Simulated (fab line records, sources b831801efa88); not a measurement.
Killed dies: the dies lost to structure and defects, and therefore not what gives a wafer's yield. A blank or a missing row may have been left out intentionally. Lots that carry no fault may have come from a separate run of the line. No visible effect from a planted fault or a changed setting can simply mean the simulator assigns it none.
Split-lot experiment | flow sfq line | 18 wafers read from 5 lots, route of 325 steps

== THE SPLIT ITSELF ==
At SFQ_TRILAYER_M3_ETCH_METAL_ETCH_078 (etches Nb in Cl2/Ar, stops on SiO2, target depth 240 nm, time 120 s), the setting time s was moved away from the recipe's 120 s on 6 of the 18 wafers read, by -48.6% to +37.4%. This setting was run at the recipe's value on the other wafers.

Reading taken at the split's own step.

== THE READING ==
KrF_of_TRILAYER_M3_LITHO_COAT_075.thk nm (the simulator's own value, which no gauge read), in nm, at SFQ_TRILAYER_M3_ETCH_METAL_ETCH_078 (etches Nb in Cl2/Ar, stops on SiO2, target depth 240 nm, time 120 s). The file does not state a usual value for it. Average 382.5 nm, standard deviation 2.2 nm, over the 12 wafers here run with the recipe.

wafer  | tool, chamber at the split | time s as run, s | against the recipe | KrF_of_TRILAYER_M3_LITHO_COAT_075.thk nm, nm | against lot-mates on the recipe
L074.1 | rie metal-03, 1            | 61.68            | -48.6%             | 451.9                                        | +67.9
L074.2 | rie metal-03, 0            | 120              | recipe             | 385.1                                        | -
L074.3 | rie metal-03, 1            | 61.68            | -48.6%             | 450.9                                        | +66.9
L074.4 | rie metal-03, 0            | 120              | recipe             | 385                                          | -
L074.5 | rie metal-03, 1            | 120              | recipe             | 381.9                                        | -
L074.6 | rie metal-03, 0            | 61.68            | -48.6%             | 452.7                                        | +68.7
L077.2 | rie metal-01, 0            | 120              | recipe             | 381.7                                        | -
L077.4 | rie metal-01, 0            | 120              | recipe             | 380.9                                        | -
L077.6 | rie metal-01, 1            | 120              | recipe             | 387.2                                        | -
L078.1 | rie metal-04, 1            | 120              | recipe             | 384.2                                        | -
L078.3 | rie metal-04, 0            | 120              | recipe             | 380.7                                        | -
L078.5 | rie metal-04, 1            | 120              | recipe             | 381.4                                        | -
L079.2 | rie metal-04, 1            | 151              | +25.8%             | 343.9                                        | -36.2
L079.4 | rie metal-04, 1            | 120              | recipe             | 379.9                                        | -
L079.6 | rie metal-04, 0            | 120              | recipe             | 380.3                                        | -
L081.2 | rie metal-01, 0            | 164.9            | +37.4%             | 328.4                                        | -53.5
L081.3 | rie metal-01, 0            | 120              | recipe             | 381.9                                        | -
L081.6 | rie metal-01, 1            | 164.9            | +37.4%             | 334.4                                        | -47.5

FIT RESULTS
A straight line over all 18 wafers: KrF_of_TRILAYER_M3_LITHO_COAT_075.thk nm changes by -1.41 nm for each +1% of time s; r = -1.00; the points scatter about the line by 2.4 nm.
The same after taking each lot's own level away (the mean of its wafers on the recipe; 18 wafers): -1.38 nm for each +1%; r = -1.00; scatter 1.9 nm.
Per that fit: largest time s move, reading shift of 67 nm.
The lots' own levels span 380.10 to 384.00 nm, that is 1.8 times the standard deviation above.
So the lot-to-lot level changes the slope little: the two slopes agree.
Check: with one of the wafers moved furthest among these (-48.6%) left out of the fit, the line predicts +67.3 nm for it against its lot-mates. Against them it came out at +67.9 nm.
Tool readings at the split's step, against how far the setting was moved: oes product au r = -0.92.

== THE WHOLE CHAIN: every reading that the file lists as answering this split, in the file's order ==
step                                | what it does                                                        | reading                                                                                   | change (the file's fit)              | r (the file's)
SFQ_TRILAYER_M3_ETCH_METAL_ETCH_078 | etches Nb in Cl2/Ar, stops on SiO2, target depth 240 nm, time 120 s | M3.feature depth nm (the simulator's own value, which no gauge read)                      | +1.28 nm for each +1% of the setting | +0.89
SFQ_TRILAYER_M3_ETCH_METAL_ETCH_078 | etches Nb in Cl2/Ar, stops on SiO2, target depth 240 nm, time 120 s | KrF_of_TRILAYER_M3_LITHO_COAT_075.thk nm (the simulator's own value, which no gauge read) | -1.39 nm for each +1% of the setting | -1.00

== FILE'S OWN FIT ==
KrF_of_TRILAYER_M3_LITHO_COAT_075.thk nm changes by -1.39 nm for each +1% of time s, r = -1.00.
